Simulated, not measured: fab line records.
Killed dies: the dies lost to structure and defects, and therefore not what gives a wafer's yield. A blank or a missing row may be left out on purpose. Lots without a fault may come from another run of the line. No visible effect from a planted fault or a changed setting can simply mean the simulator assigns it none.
What tool caused it? / flow sky130 / 24 lots, 72 wafers sampled, at 4 steps of a route of 708

## WHAT EACH GAUGE READ, for each wafer
SKY_METAL3_OVL_MEAS_14.
lot=L074; measured=day 38 01:57; on=overlay-02; METAL3_OVL (nm)=0 4 5
lot=L075; measured=day 38 08:14; on=overlay-01; METAL3_OVL (nm)=-4 -5 -3
lot=L076; measured=day 38 19:27; on=overlay-01; METAL3_OVL (nm)=2 3 3
lot=L077; measured=day 39 04:56; on=overlay-02; METAL3_OVL (nm)=2 -1 1
lot=L078; measured=day 40 08:27; on=overlay-02; METAL3_OVL (nm)=2 -4 -7
lot=L079; measured=day 40 10:10; on=overlay-01; METAL3_OVL (nm)=1 6 -1
lot=L080; measured=day 40 08:44; on=overlay-01; METAL3_OVL (nm)=8 5 6
lot=L081; measured=day 40 13:59; on=overlay-01; METAL3_OVL (nm)=5 6 -3
lot=L082; measured=day 40 15:56; on=overlay-02; METAL3_OVL (nm)=2 6 2
lot=L083; measured=day 41 18:14; on=overlay-02; METAL3_OVL (nm)=1 -12 -1
lot=L085; measured=day 41 20:18; on=overlay-02; METAL3_OVL (nm)=-3 -7 1
lot=L084; measured=day 41 20:56; on=overlay-02; METAL3_OVL (nm)=-6 1 0
lot=L086; measured=day 42 04:41; on=overlay-01; METAL3_OVL (nm)=3 1 -4
lot=L087; measured=day 42 09:38; on=overlay-02; METAL3_OVL (nm)=-4 0 -5
lot=L088; measured=day 42 13:15; on=overlay-02; METAL3_OVL (nm)=-4 1 -3
lot=L089; measured=day 42 18:21; on=overlay-01; METAL3_OVL (nm)=7 1 0
lot=L090; measured=day 42 22:47; on=overlay-01; METAL3_OVL (nm)=-5 -6 -3
lot=L091; measured=day 43 04:20; on=overlay-01; METAL3_OVL (nm)=6 2 9
lot=L092; measured=day 43 14:12; on=overlay-02; METAL3_OVL (nm)=-1 1 -3
lot=L093; measured=day 43 21:54; on=overlay-02; METAL3_OVL (nm)=0 0 0
lot=L094; measured=day 44 04:44; on=overlay-01; METAL3_OVL (nm)=-4 -7 -9
lot=L095; measured=day 44 13:50; on=overlay-02; METAL3_OVL (nm)=0 1 -9
lot=L096; measured=day 44 15:08; on=overlay-02; METAL3_OVL (nm)=2 3 -3
lot=L097; measured=day 44 21:53; on=overlay-02; METAL3_OVL (nm)=-4 -7 -5

## WHICH TOOL RAN EACH LOT (tool, then ch and the chambers of the sampled wafers, then the start)
lot=L074; SKY_LDD_LDN_STRIP_12=plasmaAsher-01 ch 0,1, day 22 07:23; SKY_METAL1_SPUTTER_03=pvdSputter-01, day 30 23:55; SKY_CAPM_METAL_ETCH_13=rieMetal-03 ch 0,1, day 36 22:26
lot=L075; SKY_LDD_LDN_STRIP_12=plasmaAsher-01 ch 0,1, day 22 13:50; SKY_METAL1_SPUTTER_03=pvdSputter-03, day 31 07:24; SKY_CAPM_METAL_ETCH_13=rieMetal-03 ch 0,1, day 37 03:46
lot=L076; SKY_LDD_LDN_STRIP_12=plasmaAsher-04 ch 0,1, day 23 06:15; SKY_METAL1_SPUTTER_03=pvdSputter-04, day 31 19:02; SKY_CAPM_METAL_ETCH_13=rieMetal-03 ch 0,1, day 37 16:54
lot=L077; SKY_LDD_LDN_STRIP_12=plasmaAsher-02 ch 0,1, day 23 20:14; SKY_METAL1_SPUTTER_03=pvdSputter-03, day 32 05:53; SKY_CAPM_METAL_ETCH_13=rieMetal-02 ch 0,1, day 38 02:58
lot=L078; SKY_LDD_LDN_STRIP_12=plasmaAsher-02 ch 0,1, day 24 07:44; SKY_METAL1_SPUTTER_03=pvdSputter-04, day 33 10:17; SKY_CAPM_METAL_ETCH_13=rieMetal-02 ch 0,1, day 39 07:55
lot=L079; SKY_LDD_LDN_STRIP_12=plasmaAsher-01 ch 0,1, day 24 10:37; SKY_METAL1_SPUTTER_03=pvdSputter-03, day 33 12:55; SKY_CAPM_METAL_ETCH_13=rieMetal-03 ch 0,1, day 39 09:52
lot=L080; SKY_LDD_LDN_STRIP_12=plasmaAsher-02 ch 0,1, day 24 21:52; SKY_METAL1_SPUTTER_03=pvdSputter-03, day 33 11:52; SKY_CAPM_METAL_ETCH_13=rieMetal-01 ch 1, day 39 08:11
lot=L081; SKY_LDD_LDN_STRIP_12=plasmaAsher-02 ch 0,1, day 25 07:37; SKY_METAL1_SPUTTER_03=pvdSputter-04, day 33 18:11; SKY_CAPM_METAL_ETCH_13=rieMetal-03 ch 0,1, day 39 12:58
lot=L082; SKY_LDD_LDN_STRIP_12=plasmaAsher-01 ch 0,1, day 25 12:43; SKY_METAL1_SPUTTER_03=pvdSputter-03, day 33 20:52; SKY_CAPM_METAL_ETCH_13=rieMetal-01 ch 0,1, day 39 15:32
lot=L083; SKY_LDD_LDN_STRIP_12=plasmaAsher-02 ch 0,1, day 26 13:31; SKY_METAL1_SPUTTER_03=pvdSputter-03, day 35 00:55; SKY_CAPM_METAL_ETCH_13=rieMetal-02 ch 0, day 40 16:59
lot=L085; SKY_LDD_LDN_STRIP_12=plasmaAsher-04 ch 0,1, day 26 21:08; SKY_METAL1_SPUTTER_03=pvdSputter-03, day 35 04:37; SKY_CAPM_METAL_ETCH_13=rieMetal-01 ch 0,1, day 40 19:01
lot=L084; SKY_LDD_LDN_STRIP_12=plasmaAsher-02 ch 0,1, day 26 22:22; SKY_METAL1_SPUTTER_03=pvdSputter-01, day 35 04:58; SKY_CAPM_METAL_ETCH_13=rieMetal-01 ch 0,1, day 40 20:43
lot=L086; SKY_LDD_LDN_STRIP_12=plasmaAsher-04 ch 0,1, day 27 03:13; SKY_METAL1_SPUTTER_03=pvdSputter-04, day 35 12:18; SKY_CAPM_METAL_ETCH_13=rieMetal-03 ch 0,1, day 41 03:46
lot=L087; SKY_LDD_LDN_STRIP_12=plasmaAsher-02 ch 0,1, day 27 08:01; SKY_METAL1_SPUTTER_03=pvdSputter-04, day 35 18:31; SKY_CAPM_METAL_ETCH_13=rieMetal-03 ch 0,1, day 41 08:52
lot=L088; SKY_LDD_LDN_STRIP_12=plasmaAsher-04 ch 0,1, day 27 18:26; SKY_METAL1_SPUTTER_03=pvdSputter-01, day 35 23:12; SKY_CAPM_METAL_ETCH_13=rieMetal-01 ch 0,1, day 41 13:03
lot=L089; SKY_LDD_LDN_STRIP_12=plasmaAsher-01 ch 0,1, day 27 23:34; SKY_METAL1_SPUTTER_03=pvdSputter-03, day 36 04:08; SKY_CAPM_METAL_ETCH_13=rieMetal-02 ch 1, day 41 17:49
lot=L090; SKY_LDD_LDN_STRIP_12=plasmaAsher-02 ch 0,1, day 28 02:37; SKY_METAL1_SPUTTER_03=pvdSputter-01, day 36 08:24; SKY_CAPM_METAL_ETCH_13=rieMetal-02 ch 0,1, day 41 22:25
lot=L091; SKY_LDD_LDN_STRIP_12=plasmaAsher-04 ch 0,1, day 28 11:34; SKY_METAL1_SPUTTER_03=pvdSputter-01, day 36 15:53; SKY_CAPM_METAL_ETCH_13=rieMetal-01 ch 0,1, day 42 04:52
lot=L092; SKY_LDD_LDN_STRIP_12=plasmaAsher-01 ch 0,1, day 28 20:49; SKY_METAL1_SPUTTER_03=pvdSputter-03, day 37 02:46; SKY_CAPM_METAL_ETCH_13=rieMetal-02 ch 0,1, day 42 14:58
lot=L093; SKY_LDD_LDN_STRIP_12=plasmaAsher-02 ch 0,1, day 29 09:40; SKY_METAL1_SPUTTER_03=pvdSputter-03, day 37 14:31; SKY_CAPM_METAL_ETCH_13=rieMetal-01 ch 0,1, day 42 22:16
lot=L094; SKY_LDD_LDN_STRIP_12=plasmaAsher-02 ch 0,1, day 29 18:34; SKY_METAL1_SPUTTER_03=pvdSputter-01, day 37 23:49; SKY_CAPM_METAL_ETCH_13=rieMetal-02 ch 0, day 43 07:03
lot=L095; SKY_LDD_LDN_STRIP_12=plasmaAsher-04 ch 0,1, day 30 02:59; SKY_METAL1_SPUTTER_03=pvdSputter-01, day 38 08:05; SKY_CAPM_METAL_ETCH_13=rieMetal-02 ch 0,1, day 43 15:25
lot=L096; SKY_LDD_LDN_STRIP_12=plasmaAsher-02 ch 0,1, day 30 03:13; SKY_METAL1_SPUTTER_03=pvdSputter-03, day 38 10:22; SKY_CAPM_METAL_ETCH_13=rieMetal-02 ch 0,1, day 43 16:48
lot=L097; SKY_LDD_LDN_STRIP_12=plasmaAsher-01 ch 0,1, day 30 10:37; SKY_METAL1_SPUTTER_03=pvdSputter-01, day 38 15:44; SKY_CAPM_METAL_ETCH_13=rieMetal-03 ch 0,1, day 43 20:54
- SKY_LDD_LDN_STRIP_12: strips in O2/N2.
- SKY_METAL1_SPUTTER_03: material Ti, target thk 5 nm, time 3.3 s.
- SKY_CAPM_METAL_ETCH_13: etches TiN in Cl2/BCl3, stops on SiO2, target depth 220 nm, time 62.9 s.

## AS READ BY THE TOOLS THEMSELVES (means over the sampled wafers that have a number; for cases with no such wafer, the mark the record gives instead)
SKY_LDD_LDN_STRIP_12.
lot=L074; tool=plasmaAsher-01; drypumpMotorCurrentA (A)=5.5; oesProductAu (a.u.)=0.716; stripTimeToEndpointS (s)=14.18
lot=L075; tool=plasmaAsher-01; drypumpMotorCurrentA (A)=5.6; oesProductAu (a.u.)=0.717; stripTimeToEndpointS (s)=14.18
lot=L076; tool=plasmaAsher-04; drypumpMotorCurrentA (A)=5.2; oesProductAu (a.u.)=0.714; stripTimeToEndpointS (s)=14.15
lot=L077; tool=plasmaAsher-02; drypumpMotorCurrentA (A)=6.1; oesProductAu (a.u.)=0.714; stripTimeToEndpointS (s)=14.21
lot=L078; tool=plasmaAsher-02; drypumpMotorCurrentA (A)=6.1; oesProductAu (a.u.)=0.720; stripTimeToEndpointS (s)=14.15
lot=L079; tool=plasmaAsher-01; drypumpMotorCurrentA (A)=5.6; oesProductAu (a.u.)=0.709; stripTimeToEndpointS (s)=14.16
lot=L080; tool=plasmaAsher-02; drypumpMotorCurrentA (A)=6.1; oesProductAu (a.u.)=0.719; stripTimeToEndpointS (s)=14.19
lot=L081; tool=plasmaAsher-02; drypumpMotorCurrentA (A)=6.1; oesProductAu (a.u.)=0.716; stripTimeToEndpointS (s)=14.22
lot=L082; tool=plasmaAsher-01; drypumpMotorCurrentA (A)=5.5; oesProductAu (a.u.)=0.719; stripTimeToEndpointS (s)=14.18
lot=L083; tool=plasmaAsher-02; drypumpMotorCurrentA (A)=6.1; oesProductAu (a.u.)=0.717; stripTimeToEndpointS (s)=14.15
lot=L085; tool=plasmaAsher-04; drypumpMotorCurrentA (A)=5.2; oesProductAu (a.u.)=0.714; stripTimeToEndpointS (s)=14.11
lot=L084; tool=plasmaAsher-02; drypumpMotorCurrentA (A)=5.6; oesProductAu (a.u.)=0.713; stripTimeToEndpointS (s)=14.25
lot=L086; tool=plasmaAsher-04; drypumpMotorCurrentA (A)=5.2; oesProductAu (a.u.)=0.717; stripTimeToEndpointS (s)=14.17
lot=L087; tool=plasmaAsher-02; drypumpMotorCurrentA (A)=5.7; oesProductAu (a.u.)=0.710; stripTimeToEndpointS (s)=14.12
lot=L088; tool=plasmaAsher-04; drypumpMotorCurrentA (A)=5.2; oesProductAu (a.u.)=0.722; stripTimeToEndpointS (s)=14.18
lot=L089; tool=plasmaAsher-01; drypumpMotorCurrentA (A)=5.5; oesProductAu (a.u.)=0.716; stripTimeToEndpointS (s)=14.18
lot=L090; tool=plasmaAsher-02; drypumpMotorCurrentA (A)=5.6; oesProductAu (a.u.)=0.717; stripTimeToEndpointS (s)=14.14
lot=L091; tool=plasmaAsher-04; drypumpMotorCurrentA (A)=5.4; oesProductAu (a.u.)=0.719; stripTimeToEndpointS (s)=14.19
lot=L092; tool=plasmaAsher-01; drypumpMotorCurrentA (A)=5.5; oesProductAu (a.u.)=0.711; stripTimeToEndpointS (s)=14.18
lot=L093; tool=plasmaAsher-02; drypumpMotorCurrentA (A)=5.7; oesProductAu (a.u.)=0.714; stripTimeToEndpointS (s)=14.20
lot=L094; tool=plasmaAsher-02; drypumpMotorCurrentA (A)=6.1; oesProductAu (a.u.)=0.714; stripTimeToEndpointS (s)=14.15
lot=L095; tool=plasmaAsher-04; drypumpMotorCurrentA (A)=5.4; oesProductAu (a.u.)=0.715; stripTimeToEndpointS (s)=14.20
lot=L096; tool=plasmaAsher-02; drypumpMotorCurrentA (A)=5.6; oesProductAu (a.u.)=0.720; stripTimeToEndpointS (s)=14.16
lot=L097; tool=plasmaAsher-01; drypumpMotorCurrentA (A)=5.5; oesProductAu (a.u.)=0.718; stripTimeToEndpointS (s)=14.21

SKY_METAL1_SPUTTER_03.
lot=L074; tool=pvdSputter-01; throttleValvePct (%)=29.4
lot=L075; tool=pvdSputter-03; throttleValvePct (%)=30.7
lot=L076; tool=pvdSputter-04; throttleValvePct (%)=29.1
lot=L077; tool=pvdSputter-03; throttleValvePct (%)=30.7
lot=L078; tool=pvdSputter-04; throttleValvePct (%)=29.8
lot=L079; tool=pvdSputter-03; throttleValvePct (%)=31.3
lot=L080; tool=pvdSputter-03; throttleValvePct (%)=30.5
lot=L081; tool=pvdSputter-04; throttleValvePct (%)=29.7
lot=L082; tool=pvdSputter-03; throttleValvePct (%)=30.1
lot=L083; tool=pvdSputter-03; throttleValvePct (%)=30.2
lot=L085; tool=pvdSputter-03; throttleValvePct (%)=30.8
lot=L084; tool=pvdSputter-01; throttleValvePct (%)=29.6
lot=L086; tool=pvdSputter-04; throttleValvePct (%)=29.2
lot=L087; tool=pvdSputter-04; throttleValvePct (%)=29.2
lot=L088; tool=pvdSputter-01; throttleValvePct (%)=29.6
lot=L089; tool=pvdSputter-03; throttleValvePct (%)=30.3
lot=L090; tool=pvdSputter-01; throttleValvePct (%)=30.2
lot=L091; tool=pvdSputter-01; throttleValvePct (%)=29.7
lot=L092; tool=pvdSputter-03; throttleValvePct (%)=30.9
lot=L093; tool=pvdSputter-03; throttleValvePct (%)=31.1
lot=L094; tool=pvdSputter-01; throttleValvePct (%)=30.2
lot=L095; tool=pvdSputter-01; throttleValvePct (%)=30.3
lot=L096; tool=pvdSputter-03; throttleValvePct (%)=30.9
lot=L097; tool=pvdSputter-01; throttleValvePct (%)=30.3

SKY_CAPM_METAL_ETCH_13.
lot=L074; tool=rieMetal-03; biasW (W)=48.46; drypumpMotorCurrentA (A)=5.8; mfcCl2Sccm (sccm)=60.15; oesProductAu (a.u.)=0.941; throttleValvePct (%)=21.900
lot=L075; tool=rieMetal-03; biasW (W)=48.38; drypumpMotorCurrentA (A)=5.8; mfcCl2Sccm (sccm)=59.91; oesProductAu (a.u.)=0.947; throttleValvePct (%)=21.899
lot=L076; tool=rieMetal-03; biasW (W)=48.55; drypumpMotorCurrentA (A)=6.2; mfcCl2Sccm (sccm)=60.37; oesProductAu (a.u.)=0.947; throttleValvePct (%)=21.897
lot=L077; tool=rieMetal-02; biasW (W)=48.70; drypumpMotorCurrentA (A)=5.6; mfcCl2Sccm (sccm)=60.25; oesProductAu (a.u.)=0.936; throttleValvePct (%)=21.898
lot=L078; tool=rieMetal-02; biasW (W)=48.60; drypumpMotorCurrentA (A)=5.6; mfcCl2Sccm (sccm)=59.91; oesProductAu (a.u.)=0.939; throttleValvePct (%)=21.904
lot=L079; tool=rieMetal-03; biasW (W)=48.44; drypumpMotorCurrentA (A)=5.8; mfcCl2Sccm (sccm)=59.93; oesProductAu (a.u.)=0.941; throttleValvePct (%)=21.899
lot=L080; tool=rieMetal-01; biasW (W)=48.49; drypumpMotorCurrentA (A)=5.2; mfcCl2Sccm (sccm)=59.86; oesProductAu (a.u.)=0.942; throttleValvePct (%)=21.903
lot=L081; tool=rieMetal-03; biasW (W)=48.55; drypumpMotorCurrentA (A)=6.2; mfcCl2Sccm (sccm)=60.02; oesProductAu (a.u.)=0.937; throttleValvePct (%)=21.905
lot=L082; tool=rieMetal-01; biasW (W)=48.15; drypumpMotorCurrentA (A)=5.3; mfcCl2Sccm (sccm)=60.25; oesProductAu (a.u.)=0.941; throttleValvePct (%)=21.904
lot=L083; tool=rieMetal-02; biasW (W)=48.61; drypumpMotorCurrentA (A)=5.6; mfcCl2Sccm (sccm)=60.08; oesProductAu (a.u.)=0.948; throttleValvePct (%)=21.900
lot=L085; tool=rieMetal-01; biasW (W)=48.50; drypumpMotorCurrentA (A)=5.5; mfcCl2Sccm (sccm)=60.03; oesProductAu (a.u.)=0.940; throttleValvePct (%)=21.897
lot=L084; tool=rieMetal-01; biasW (W)=48.42; drypumpMotorCurrentA (A)=5.5; mfcCl2Sccm (sccm)=59.86; oesProductAu (a.u.)=0.928; throttleValvePct (%)=21.909
lot=L086; tool=rieMetal-03; biasW (W)=48.59; drypumpMotorCurrentA (A)=5.8; mfcCl2Sccm (sccm)=59.88; oesProductAu (a.u.)=0.946; throttleValvePct (%)=21.893
lot=L087; tool=rieMetal-03; biasW (W)=48.57; drypumpMotorCurrentA (A)=5.8; mfcCl2Sccm (sccm)=59.98; oesProductAu (a.u.)=0.945; throttleValvePct (%)=21.900
lot=L088; tool=rieMetal-01; biasW (W)=48.51; drypumpMotorCurrentA (A)=5.5; mfcCl2Sccm (sccm)=59.93; oesProductAu (a.u.)=0.943; throttleValvePct (%)=21.903
lot=L089; tool=rieMetal-02; biasW (W)=48.37; drypumpMotorCurrentA (A)=5.6; mfcCl2Sccm (sccm)=59.92; oesProductAu (a.u.)=0.948; throttleValvePct (%)=21.903
lot=L090; tool=rieMetal-02; biasW (W)=48.52; drypumpMotorCurrentA (A)=5.6; mfcCl2Sccm (sccm)=59.92; oesProductAu (a.u.)=0.938; throttleValvePct (%)=21.904
lot=L091; tool=rieMetal-01; biasW (W)=48.45; drypumpMotorCurrentA (A)=5.3; mfcCl2Sccm (sccm)=59.95; oesProductAu (a.u.)=0.946; throttleValvePct (%)=21.904
lot=L092; tool=rieMetal-02; biasW (W)=48.43; drypumpMotorCurrentA (A)=5.6; mfcCl2Sccm (sccm)=60.11; oesProductAu (a.u.)=0.945; throttleValvePct (%)=21.905
lot=L093; tool=rieMetal-01; biasW (W)=48.50; drypumpMotorCurrentA (A)=5.5; mfcCl2Sccm (sccm)=60.03; oesProductAu (a.u.)=0.936; throttleValvePct (%)=21.912
lot=L094; tool=rieMetal-02; biasW (W)=48.49; drypumpMotorCurrentA (A)=5.6; mfcCl2Sccm (sccm)=60.08; oesProductAu (a.u.)=0.953; throttleValvePct (%)=21.891
lot=L095; tool=rieMetal-02; biasW (W)=48.50; drypumpMotorCurrentA (A)=5.6; mfcCl2Sccm (sccm)=60.00; oesProductAu (a.u.)=0.943; throttleValvePct (%)=21.897
lot=L096; tool=rieMetal-02; biasW (W)=48.45; drypumpMotorCurrentA (A)=5.6; mfcCl2Sccm (sccm)=59.97; oesProductAu (a.u.)=0.946; throttleValvePct (%)=21.902
lot=L097; tool=rieMetal-03; biasW (W)=48.51; drypumpMotorCurrentA (A)=5.8; mfcCl2Sccm (sccm)=59.99; oesProductAu (a.u.)=0.941; throttleValvePct (%)=21.891

## THE ANSWER, worked out from the rows above alone
Rule: what is usual is taken from the lots themselves. The widest of any qualifying gaps counts: lots, ordered by their means at a reading, are off when they make up no more than a third of the lots, leave a main group of 4 or more, and stand apart from it by 3 or more times the standard deviation of that group's means. A main group is skipped when, at the precision printed for the reading in the tables above, its means are all equal. Also off: a lot with no number at a reading for which 4 or more lots have one. Where the step has rows for the other lots, those lots are counted as sound. First the gauges in route order, then the tools' own readings, where a lot's mean is used as printed above. The first step at which some lot is off is used, and at that step the reading that is off furthest; a lot without a number counts as furthest.
No lot is off on any of the readings shown, so nothing can be concluded from this.

## WHAT THE SIMULATOR PUT IN
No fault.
